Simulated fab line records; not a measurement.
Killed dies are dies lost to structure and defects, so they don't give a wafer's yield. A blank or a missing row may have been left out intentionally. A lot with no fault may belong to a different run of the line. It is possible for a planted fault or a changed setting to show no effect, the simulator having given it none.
The tool behind it: which one? / flow gf180mcu / 36 wafers from 12 lots sampled at 5 of the route's 602 steps

== WHAT THE GAUGES READ, wafer by wafer ==
GF_VT_IMPLANT_RS_MEAS_49: measures by four-point-probe. Usual: MVPSD_RS gives 1168.9 ohm/sq (standard deviation 2.5).
lot=L852; measured=day 7 20:59; on=filmMetro-04; MVPSD_RS (ohm/sq)=1165.1 1165.7 1168.4; flag=
lot=L853; measured=day 8 04:07; on=filmMetro-01; MVPSD_RS (ohm/sq)=1168.0 1168.0 1166.0; flag=
lot=L854; measured=day 8 12:43; on=filmMetro-01; MVPSD_RS (ohm/sq)=1168.2 1170.7 1166.9; flag=
lot=L856; measured=day 8 21:46; on=filmMetro-04; MVPSD_RS (ohm/sq)=1171.7 1172.1 1170.0; flag=
lot=L857; measured=day 9 02:22; on=filmMetro-04; MVPSD_RS (ohm/sq)=1166.5 1166.5 1165.5; flag=
lot=L861; measured=day 10 06:22; on=filmMetro-01; MVPSD_RS (ohm/sq)=1172.9 1169.4 1173.6; flag=
lot=L863; measured=day 10 22:31; on=filmMetro-03; MVPSD_RS (ohm/sq)=1166.6 1167.1 1169.0; flag=
lot=L866; measured=day 11 15:36; on=filmMetro-04; MVPSD_RS (ohm/sq)=1173.0 1172.5 1169.8; flag=
lot=L870; measured=day 12 22:25; on=filmMetro-01; MVPSD_RS (ohm/sq)=1163.7 1166.2 1164.5; flag=
lot=L872; measured=day 13 09:16; on=filmMetro-03; MVPSD_RS (ohm/sq)=1166.8 1167.3 1167.0; flag=
lot=L873; measured=day 13 17:26; on=filmMetro-01; MVPSD_RS (ohm/sq)=1169.3 1167.7 1169.1; flag=
lot=L874; measured=day 14 04:27; on=filmMetro-04; MVPSD_RS (ohm/sq)=1166.0 1169.5 1168.9; flag=

GF_PSD_RS_MEAS_14: measures by four-point-probe. Usual: NSD_RS gives 46.12 ohm/sq (standard deviation 0.089).
lot=L852; measured=day 14 19:00; on=filmMetro-03; NSD_RS (ohm/sq)=46.04 46.04 46.06; flag=
lot=L853; measured=day 14 22:26; on=filmMetro-02; NSD_RS (ohm/sq)=46.14 46.05 46.13; flag=
lot=L854; measured=day 15 11:51; on=filmMetro-02; NSD_RS (ohm/sq)=46.14 46.16 46.16; flag=
lot=L856; measured=day 15 18:44; on=filmMetro-01; NSD_RS (ohm/sq)=46.28 46.15 46.10; flag=
lot=L857; measured=day 16 04:41; on=filmMetro-03; NSD_RS (ohm/sq)=45.96 46.03 46.04; flag=
lot=L861; measured=day 17 15:01; on=filmMetro-01; NSD_RS (ohm/sq)=44.64 44.77 44.71 44.72 44.72 44.68; flag=OFF
lot=L863; measured=day 18 12:30; on=filmMetro-03; NSD_RS (ohm/sq)=44.73 44.61 44.73 44.73 44.57 44.69; flag=OFF
lot=L866; measured=day 19 08:09; on=filmMetro-03; NSD_RS (ohm/sq)=46.01 45.98 45.94; flag=
lot=L870; measured=day 20 23:19; on=filmMetro-01; NSD_RS (ohm/sq)=46.01 46.10 46.15; flag=
lot=L872; measured=day 21 11:28; on=filmMetro-03; NSD_RS (ohm/sq)=46.10 46.15 46.10; flag=
lot=L873; measured=day 21 22:05; on=filmMetro-01; NSD_RS (ohm/sq)=46.11 46.18 46.19; flag=
lot=L874; measured=day 22 11:33; on=filmMetro-01; NSD_RS (ohm/sq)=46.24 46.22 46.07; flag=

GF_PSD_RS_MEAS_15: measures by four-point-probe. Usual: PSD_RS gives 108.6 ohm/sq (standard deviation 0.31).
lot=L852; measured=day 14 19:07; on=filmMetro-03; PSD_RS (ohm/sq)=108.3 108.5 108.3; flag=
lot=L853; measured=day 14 22:33; on=filmMetro-02; PSD_RS (ohm/sq)=108.6 108.5 108.7; flag=
lot=L854; measured=day 15 11:58; on=filmMetro-02; PSD_RS (ohm/sq)=108.8 108.8 108.6; flag=
lot=L856; measured=day 15 18:51; on=filmMetro-01; PSD_RS (ohm/sq)=108.3 108.4 108.5; flag=
lot=L857; measured=day 16 04:49; on=filmMetro-03; PSD_RS (ohm/sq)=108.3 108.4 108.4; flag=
lot=L861; measured=day 17 18:37; on=filmMetro-01; PSD_RS (ohm/sq)=103.3 103.3 103.5 103.4 103.5 103.7; flag=OFF
lot=L863; measured=day 18 17:48; on=filmMetro-03; PSD_RS (ohm/sq)=103.9 103.7 104.0 104.0 103.7 103.9; flag=OFF
lot=L866; measured=day 19 08:16; on=filmMetro-03; PSD_RS (ohm/sq)=108.3 108.2 108.0; flag=
lot=L870; measured=day 20 23:26; on=filmMetro-01; PSD_RS (ohm/sq)=108.5 108.4 108.8; flag=
lot=L872; measured=day 21 11:35; on=filmMetro-03; PSD_RS (ohm/sq)=108.6 108.6 108.7; flag=
lot=L873; measured=day 21 22:12; on=filmMetro-01; PSD_RS (ohm/sq)=108.5 108.7 108.7; flag=
lot=L874; measured=day 22 11:40; on=filmMetro-01; PSD_RS (ohm/sq)=109.1 109.1 109.1; flag=

== WHICH TOOL RAN EACH LOT (tool, then ch and the chambers of the sampled wafers, then the start) ==
lot=L852; GF_DUAL_GATE_STRIP_13=plasmaAsher-02 ch 0,1, day 8 17:01; GF_PSD_RTA_13=rtpAnneal-02 ch 0, day 14 18:55
lot=L853; GF_DUAL_GATE_STRIP_13=plasmaAsher-02 ch 1, day 8 23:15; GF_PSD_RTA_13=rtpAnneal-02 ch 0, day 14 22:20
lot=L854; GF_DUAL_GATE_STRIP_13=plasmaAsher-02 ch 0,1, day 9 08:07; GF_PSD_RTA_13=rtpAnneal-02 ch 0, day 15 11:46
lot=L856; GF_DUAL_GATE_STRIP_13=plasmaAsher-02 ch 0,1, day 9 17:14; GF_PSD_RTA_13=rtpAnneal-02 ch 0, day 15 18:39
lot=L857; GF_DUAL_GATE_STRIP_13=plasmaAsher-04 ch 0,1, day 9 21:05; GF_PSD_RTA_13=rtpAnneal-02 ch 0, day 16 04:35
lot=L861; GF_DUAL_GATE_STRIP_13=plasmaAsher-02 ch 0,1, day 11 02:42; GF_PSD_RTA_13=rtpAnneal-02 ch 0, day 17 14:55
lot=L863; GF_DUAL_GATE_STRIP_13=plasmaAsher-02 ch 0,1, day 11 18:56; GF_PSD_RTA_13=rtpAnneal-02 ch 0, day 18 12:24
lot=L866; GF_DUAL_GATE_STRIP_13=plasmaAsher-04 ch 0,1, day 12 12:52; GF_PSD_RTA_13=rtpAnneal-01 ch 0, day 19 08:04
lot=L870; GF_DUAL_GATE_STRIP_13=plasmaAsher-04 ch 0,1, day 13 20:09; GF_PSD_RTA_13=rtpAnneal-01 ch 0, day 20 23:13
lot=L872; GF_DUAL_GATE_STRIP_13=plasmaAsher-04 ch 0,1, day 14 07:44; GF_PSD_RTA_13=rtpAnneal-02 ch 0, day 21 11:22
lot=L873; GF_DUAL_GATE_STRIP_13=plasmaAsher-02 ch 0,1, day 14 16:19; GF_PSD_RTA_13=rtpAnneal-01 ch 0, day 21 21:59
lot=L874; GF_DUAL_GATE_STRIP_13=plasmaAsher-02 ch 0,1, day 15 06:25; GF_PSD_RTA_13=rtpAnneal-01 ch 0, day 22 11:28
- GF_DUAL_GATE_STRIP_13: strips in O2/N2.
- GF_PSD_RTA_13: time 20 s.

== WHAT THE TOOLS THEMSELVES READ (means of the sampled wafers that have a number; where no wafer has one, the mark that the record gives instead) ==
GF_DUAL_GATE_STRIP_13. Usual: drypumpMotorCurrentA 5.6 A, standard deviation 0.43; heaterPowerW 309 W, standard deviation 33; oesProductAu 0.716 a.u., standard deviation 0.0043; stripTimeToEndpointS 12.63 s, standard deviation 0.032.
lot=L852; tool=plasmaAsher-02; drypumpMotorCurrentA (A)=5.7; heaterPowerW (W)=309; oesProductAu (a.u.)=0.717; stripTimeToEndpointS (s)=12.66; flag=
lot=L853; tool=plasmaAsher-02; drypumpMotorCurrentA (A)=5.7; heaterPowerW (W)=322; oesProductAu (a.u.)=0.714; stripTimeToEndpointS (s)=12.61; flag=
lot=L854; tool=plasmaAsher-02; drypumpMotorCurrentA (A)=5.7; heaterPowerW (W)=296; oesProductAu (a.u.)=0.715; stripTimeToEndpointS (s)=12.66; flag=
lot=L856; tool=plasmaAsher-02; drypumpMotorCurrentA (A)=5.7; heaterPowerW (W)=308; oesProductAu (a.u.)=0.720; stripTimeToEndpointS (s)=12.60; flag=
lot=L857; tool=plasmaAsher-04; drypumpMotorCurrentA (A)=6.0; heaterPowerW (W)=311; oesProductAu (a.u.)=0.714; stripTimeToEndpointS (s)=12.71; flag=
lot=L861; tool=plasmaAsher-02; drypumpMotorCurrentA (A)=5.7; heaterPowerW (W)=306; oesProductAu (a.u.)=0.715; stripTimeToEndpointS (s)=12.65; flag=
lot=L863; tool=plasmaAsher-02; drypumpMotorCurrentA (A)=5.7; heaterPowerW (W)=293; oesProductAu (a.u.)=0.716; stripTimeToEndpointS (s)=12.60; flag=
lot=L866; tool=plasmaAsher-04; drypumpMotorCurrentA (A)=5.6; heaterPowerW (W)=342; oesProductAu (a.u.)=0.716; stripTimeToEndpointS (s)=12.67; flag=
lot=L870; tool=plasmaAsher-04; drypumpMotorCurrentA (A)=5.6; heaterPowerW (W)=342; oesProductAu (a.u.)=0.720; stripTimeToEndpointS (s)=12.62; flag=
lot=L872; tool=plasmaAsher-04; drypumpMotorCurrentA (A)=5.7; heaterPowerW (W)=333; oesProductAu (a.u.)=0.714; stripTimeToEndpointS (s)=12.61; flag=
lot=L873; tool=plasmaAsher-02; drypumpMotorCurrentA (A)=5.7; heaterPowerW (W)=291; oesProductAu (a.u.)=0.713; stripTimeToEndpointS (s)=12.57; flag=
lot=L874; tool=plasmaAsher-02; drypumpMotorCurrentA (A)=5.7; heaterPowerW (W)=293; oesProductAu (a.u.)=0.712; stripTimeToEndpointS (s)=12.64; flag=

GF_PSD_RTA_13. Usual: lampPowerPct 28.0 %, standard deviation 2; wafer_temp_C_max 1029.2, standard deviation 0.89.
lot=L852; tool=rtpAnneal-02; lampPowerPct (%)=30.0; wafer_temp_C_max=1029.3; flag=
lot=L853; tool=rtpAnneal-02; lampPowerPct (%)=30.0; wafer_temp_C_max=1029.0; flag=
lot=L854; tool=rtpAnneal-02; lampPowerPct (%)=30.1; wafer_temp_C_max=1028.7; flag=
lot=L856; tool=rtpAnneal-02; lampPowerPct (%)=30.0; wafer_temp_C_max=1028.9; flag=
lot=L857; tool=rtpAnneal-02; lampPowerPct (%)=30.1; wafer_temp_C_max=1028.9; flag=
lot=L861; tool=rtpAnneal-02; lampPowerPct (%)=30.8; wafer_temp_C_max=1038.4; flag=OFF
lot=L863; tool=rtpAnneal-02; lampPowerPct (%)=30.8; wafer_temp_C_max=1039.0; flag=OFF
lot=L866; tool=rtpAnneal-01; lampPowerPct (%)=26.0; wafer_temp_C_max=1030.8; flag=
lot=L870; tool=rtpAnneal-01; lampPowerPct (%)=26.0; wafer_temp_C_max=1029.9; flag=
lot=L872; tool=rtpAnneal-02; lampPowerPct (%)=30.0; wafer_temp_C_max=1028.9; flag=
lot=L873; tool=rtpAnneal-01; lampPowerPct (%)=26.0; wafer_temp_C_max=1029.3; flag=
lot=L874; tool=rtpAnneal-01; lampPowerPct (%)=26.0; wafer_temp_C_max=1029.6; flag=

== THE ANSWER, worked out from the rows above alone ==
Rule: take the mean of a lot's wafers that have a number; if it is more than 3 standard deviations from the usual mean, the lot is off. Also off: a lot with no number at a reading for which 4 or more lots have one. All remaining lots with rows at the step are treated as sound. First the gauges in route order, then the tools' own readings, where a lot's mean is used as printed above. At the first step where some lot is off, the reading lying furthest off is the one used; lots without a number count as furthest.
Off: L861, L863, at GF_PSD_RS_MEAS_14 (NSD_RS).
If a tool, at a process step before that reading, ran all the lots that are off and no sound lot after the first of them, it fits. The gauges at GF_PSD_RS_MEAS_14 aren't tried: what is off there is off at GF_PSD_RTA_13 too, on other tools, and a gauge's error can't cause that. Of those tried, none fits.

== WHAT HAD BEEN PUT IN BY THE SIMULATOR ==
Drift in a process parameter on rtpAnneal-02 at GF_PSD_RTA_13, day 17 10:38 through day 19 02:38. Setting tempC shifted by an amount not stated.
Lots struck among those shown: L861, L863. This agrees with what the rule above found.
